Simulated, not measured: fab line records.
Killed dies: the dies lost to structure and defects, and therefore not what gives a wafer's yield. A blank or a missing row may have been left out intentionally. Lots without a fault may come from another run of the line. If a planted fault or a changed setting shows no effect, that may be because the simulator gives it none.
Commonality check across tools / flow gf180mcu / Lots sampled 11, wafers sampled 33

## WHAT PROMPTED THE OPENING
GF_M2_RS_MEAS_05, reading M2_ALCU_RS: flagged on 2 of 11 lots. Wafers without a fault read 0.0696 ohm/sq, standard deviation 0.0008.
Rule: a lot is flagged when every wafer of it that has a number lies more than 4 standard deviations from that mean, or none has a number. The other lots count as sound.

lot=L385; measured=day 17 12:09; on=filmMetro-01; M2_ALCU_RS (ohm/sq), wafer by wafer=0.0689 0.0691 0.0690; flag=
lot=L386; measured=day 17 18:36; on=filmMetro-02; M2_ALCU_RS (ohm/sq), wafer by wafer=0.0689 0.0687 0.0684; flag=
lot=L388; measured=day 18 23:40; on=filmMetro-02; M2_ALCU_RS (ohm/sq), wafer by wafer=0.0683 0.0693 0.0697; flag=
lot=L387; measured=day 19 00:34; on=filmMetro-01; M2_ALCU_RS (ohm/sq), wafer by wafer=0.0700 0.0695 0.0706; flag=
lot=L390; measured=day 19 19:02; on=filmMetro-01; M2_ALCU_RS (ohm/sq), wafer by wafer=0.0688 0.0688 0.0693; flag=
lot=L391; measured=day 20 00:21; on=filmMetro-02; M2_ALCU_RS (ohm/sq), wafer by wafer=0.0703 0.0704 0.0696; flag=
lot=L392; measured=day 20 17:55; on=filmMetro-02; M2_ALCU_RS (ohm/sq), wafer by wafer=0.0700 0.0696 0.0698; flag=
lot=L393; measured=day 20 22:40; on=filmMetro-02; M2_ALCU_RS (ohm/sq), wafer by wafer=0.0709 0.0697 0.0708; flag=
lot=L398; measured=day 22 19:12; on=filmMetro-04; M2_ALCU_RS (ohm/sq), wafer by wafer=0.0695 0.0698 0.0690; flag=
lot=L399; measured=day 22 20:46; on=filmMetro-01; M2_ALCU_RS (ohm/sq), wafer by wafer=0.0601 0.0605 0.0607; flag=FLAGGED
lot=L404; measured=day 24 14:25; on=filmMetro-01; M2_ALCU_RS (ohm/sq), wafer by wafer=0.0606 0.0605 0.0602; flag=FLAGGED
The numbers of the flagged lots are 0.0604 ohm/sq on average: -0.0092 ohm/sq against the usual, or -11 standard deviations.

## WHICH TOOL EACH LOT WENT THROUGH
The record holds 3 process steps before the reading, out of a route of 602 steps. Each cell gives the tool, then ch followed by the chambers the sampled wafers passed through, then the start.
lot=L385; flag=; GF_M1_METAL_ETCH_16=rieMetal-04 ch 0,1, day 16 10:30; GF_V1_CVD_02=pecvd-01 ch 0,1,2, day 16 11:20; GF_M2_SPUTTER_02=pvdSputter-03, day 17 12:04
lot=L386; flag=; GF_M1_METAL_ETCH_16=rieMetal-04 ch 0,1, day 16 17:30; GF_V1_CVD_02=pecvd-04 ch 1,2, day 16 18:19; GF_M2_SPUTTER_02=pvdSputter-03, day 17 18:31
lot=L388; flag=; GF_M1_METAL_ETCH_16=rieMetal-02 ch 0,1, day 17 19:46; GF_V1_CVD_02=pecvd-01 ch 1,2, day 17 20:35; GF_M2_SPUTTER_02=pvdSputter-02, day 18 23:33
lot=L387; flag=; GF_M1_METAL_ETCH_16=rieMetal-02 ch 0,1, day 17 21:18; GF_V1_CVD_02=pecvd-04 ch 0,1,2, day 17 22:05; GF_M2_SPUTTER_02=pvdSputter-02, day 19 00:28
lot=L390; flag=; GF_M1_METAL_ETCH_16=rieMetal-03 ch 0,1, day 18 16:21; GF_V1_CVD_02=pecvd-03 ch 1,2, day 18 17:08; GF_M2_SPUTTER_02=pvdSputter-03, day 19 18:56
lot=L391; flag=; GF_M1_METAL_ETCH_16=rieMetal-04 ch 1, day 18 22:23; GF_V1_CVD_02=pecvd-04 ch 1,2, day 18 23:16; GF_M2_SPUTTER_02=pvdSputter-04, day 20 00:14
lot=L392; flag=; GF_M1_METAL_ETCH_16=rieMetal-03 ch 0,1, day 19 17:05; GF_V1_CVD_02=pecvd-01 ch 0,2, day 19 17:55; GF_M2_SPUTTER_02=pvdSputter-03, day 20 17:48
lot=L393; flag=; GF_M1_METAL_ETCH_16=rieMetal-03 ch 0,1, day 19 20:20; GF_V1_CVD_02=pecvd-03 ch 0,1,2, day 19 21:10; GF_M2_SPUTTER_02=pvdSputter-02, day 20 22:35
lot=L398; flag=; GF_M1_METAL_ETCH_16=rieMetal-03 ch 1, day 21 15:44; GF_V1_CVD_02=pecvd-01 ch 0,2, day 21 16:40; GF_M2_SPUTTER_02=pvdSputter-03, day 22 19:07
lot=L399; flag=FLAGGED; GF_M1_METAL_ETCH_16=rieMetal-02 ch 0, day 21 17:20; GF_V1_CVD_02=pecvd-01 ch 0,2, day 21 18:29; GF_M2_SPUTTER_02=pvdSputter-03, day 22 20:39
lot=L404; flag=FLAGGED; GF_M1_METAL_ETCH_16=rieMetal-02 ch 0,1, day 23 12:56; GF_V1_CVD_02=pecvd-01 ch 0,1,2, day 23 13:47; GF_M2_SPUTTER_02=pvdSputter-03, day 24 14:19
These steps, and what they do:
- GF_M1_METAL_ETCH_16: etches the open film in Cl2/BCl3, stops on SiO2, target depth 750.8 nm, time 125.1 s.
- GF_V1_CVD_02: deposits SiO2 from TEOS, target thk 850 nm, time 94.851 s.
- GF_M2_SPUTTER_02: material AlCu, target thk 450 nm, time 23.9 s.
- GF_M2_RS_MEAS_05: measures by four-point-probe.

## FLAGGED OVER TOTAL, TOOL BY TOOL (the gauges that took the reading come last)
step=GF_M1_METAL_ETCH_16; tool=rieMetal-02; lots run=4; flagged=2; share of the flagged lots=all; sound lots run after its first flagged lot=0
step=GF_M1_METAL_ETCH_16; tool=rieMetal-03; lots run=4; flagged=0; share of the flagged lots=none; sound lots run after its first flagged lot=-
step=GF_M1_METAL_ETCH_16; tool=rieMetal-04; lots run=3; flagged=0; share of the flagged lots=none; sound lots run after its first flagged lot=-
step=GF_V1_CVD_02; tool=pecvd-01; lots run=6; flagged=2; share of the flagged lots=all; sound lots run after its first flagged lot=0
step=GF_V1_CVD_02; tool=pecvd-03; lots run=2; flagged=0; share of the flagged lots=none; sound lots run after its first flagged lot=-
step=GF_V1_CVD_02; tool=pecvd-04; lots run=3; flagged=0; share of the flagged lots=none; sound lots run after its first flagged lot=-
step=GF_M2_SPUTTER_02; tool=pvdSputter-02; lots run=3; flagged=0; share of the flagged lots=none; sound lots run after its first flagged lot=-
step=GF_M2_SPUTTER_02; tool=pvdSputter-03; lots run=7; flagged=2; share of the flagged lots=all; sound lots run after its first flagged lot=0
step=GF_M2_SPUTTER_02; tool=pvdSputter-04; lots run=1; flagged=0; share of the flagged lots=none; sound lots run after its first flagged lot=-
step=GF_M2_RS_MEAS_05; tool=filmMetro-01; lots run=5; flagged=2; share of the flagged lots=all; sound lots run after its first flagged lot=0
step=GF_M2_RS_MEAS_05; tool=filmMetro-02; lots run=5; flagged=0; share of the flagged lots=none; sound lots run after its first flagged lot=-
step=GF_M2_RS_MEAS_05; tool=filmMetro-04; lots run=1; flagged=0; share of the flagged lots=none; sound lots run after its first flagged lot=-

## WHAT THE TABLE PERMITS
4 rows of the table ran every flagged lot: rieMetal-02 at GF_M1_METAL_ETCH_16, pecvd-01 at GF_V1_CVD_02, pvdSputter-03 at GF_M2_SPUTTER_02, filmMetro-01 at GF_M2_RS_MEAS_05.
- rieMetal-02 at GF_M1_METAL_ETCH_16 ran 4 lots, 2 of them flagged. Its last sound lot is L387 (day 17 21:18), its first flagged lot L399 (day 21 17:20): a fault that began between those two fits.
- pecvd-01 at GF_V1_CVD_02 ran 6 lots, 2 of them flagged. Its last sound lot is L398 (day 21 16:40), its first flagged lot L399 (day 21 18:29): a fault that began between those two fits.
- pvdSputter-03 at GF_M2_SPUTTER_02 ran 7 lots, 2 of them flagged. Its last sound lot is L398 (day 22 19:07), its first flagged lot L399 (day 22 20:39): a fault that began between those two fits. Its own readings lie more than 4 standard deviations out on every wafer of the flagged lots: cathodeDcPowerW.
- filmMetro-01 at GF_M2_RS_MEAS_05 ran 5 lots, 2 of them flagged. Its last sound lot is L390 (day 19 19:02), its first flagged lot L399 (day 22 20:46): a fault that began between those two fits.
These 4 tools cannot be told apart by counting lots, since each of them fits a fault that started at some hour. More lots, or a look at what each step does to the wafer, might.

## WHAT WAS PUT IN BY THE SIMULATOR
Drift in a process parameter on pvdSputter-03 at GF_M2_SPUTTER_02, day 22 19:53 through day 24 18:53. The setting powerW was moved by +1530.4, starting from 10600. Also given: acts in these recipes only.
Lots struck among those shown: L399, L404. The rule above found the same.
